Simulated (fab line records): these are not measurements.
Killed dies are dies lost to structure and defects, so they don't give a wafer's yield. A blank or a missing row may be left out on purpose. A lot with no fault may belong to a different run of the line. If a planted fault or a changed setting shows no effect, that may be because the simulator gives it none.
The tool behind it: which one? -- flow gf180mcu -- 33 wafers from 11 lots sampled at 3 of the route's 602 steps

== WHAT THE GAUGES READ, wafer by wafer ==
GF_NSD_TW_MEAS_12.
lot,measured,on,NSD_TW
L265,day 13 09:02,film-metro-02,4270 4296 4276
L267,day 13 23:38,film-metro-03,4259 4271 4249
L268,day 14 04:01,film-metro-02,4291 4279 4287
L274,day 16 10:44,film-metro-01,4266 4248 4254
L276,day 17 06:19,film-metro-02,4283 4294 4276
L277,day 17 15:18,film-metro-01,4299 4295 4293
L279,day 18 05:43,film-metro-03,4259 4276 4272
L281,day 18 19:38,film-metro-03,4468 4499 4489
L282,day 19 06:39,film-metro-02,4302 4276 4275
L283,day 19 14:11,film-metro-01,4506 4501 4513
L288,day 21 06:38,film-metro-03,4267 4290 4276

== EACH LOT AND THE TOOL THAT RAN IT (in order: tool; ch and the chambers of the sampled wafers; start) ==
lot,GF_NSD_IMPLANT_09,GF_NSD_STRIP_11
L265,"implanter-03 ch 0, day 13 08:38","plasma-asher-03 ch 0,1, day 13 08:56"
L267,"implanter-04 ch 0, day 13 23:15","plasma-asher-02 ch 0,1, day 13 23:32"
L268,"implanter-03 ch 0, day 14 03:37","plasma-asher-04 ch 0,1, day 14 03:55"
L274,"implanter-04 ch 0, day 16 10:22","plasma-asher-04 ch 0,1, day 16 10:39"
L276,"implanter-03 ch 0, day 17 05:55","plasma-asher-03 ch 0,1, day 17 06:13"
L277,"implanter-03 ch 0, day 17 14:56","plasma-asher-03 ch 0,1, day 17 15:13"
L279,"implanter-03 ch 0, day 18 05:21","plasma-asher-04 ch 0,1, day 18 05:37"
L281,"implanter-03 ch 0, day 18 19:14","plasma-asher-04 ch 0,1, day 18 19:32"
L282,"implanter-01 ch 0, day 19 06:17","plasma-asher-03 ch 0,1, day 19 06:34"
L283,"implanter-03 ch 0, day 19 13:48","plasma-asher-03 ch 0,1, day 19 14:05"
L288,"implanter-04 ch 0, day 21 06:15","plasma-asher-03 ch 0,1, day 21 06:32"
- GF_NSD_IMPLANT_09
- GF_NSD_STRIP_11: strips in O2/N2.

== THE ANSWER, worked out from the rows above alone ==
Rule: the lots themselves supply what counts as usual. Put in order of their means at a reading, lots are off if they are a third of the lots or fewer, leave a main group of 4 or more, and stand apart from it by a gap of 3 or more times the standard deviation of the main group's means; of several such gaps the widest counts. If all means in a main group match to the digits the tables above print for the reading, that group is not used. A lot without any number at a reading at which 4 lots or more have one is off too. Any other lot the step has rows for is counted as sound.
Off: L281, L283, seen at GF_NSD_TW_MEAS_12 (NSD_TW). Mean 4277 and standard deviation 12 in the main group.
A tool fits if, at a process step before that reading, it ran every lot that is off, and no sound lot after the first of them. The gauges at GF_NSD_TW_MEAS_12 are tried like those tools. One fits: implanter-03 at GF_NSD_IMPLANT_09. A fault onset in the window from L279 (day 18 05:21, its last sound lot) to L281 (day 18 19:14, its first lot off) fits.

== WHAT THE SIMULATOR HAD PUT IN ==
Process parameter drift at GF_NSD_IMPLANT_09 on implanter-03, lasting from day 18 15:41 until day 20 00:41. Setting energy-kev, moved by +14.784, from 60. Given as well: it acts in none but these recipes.
Shown lots that were struck: L281, L283. The same result came from the rule above.
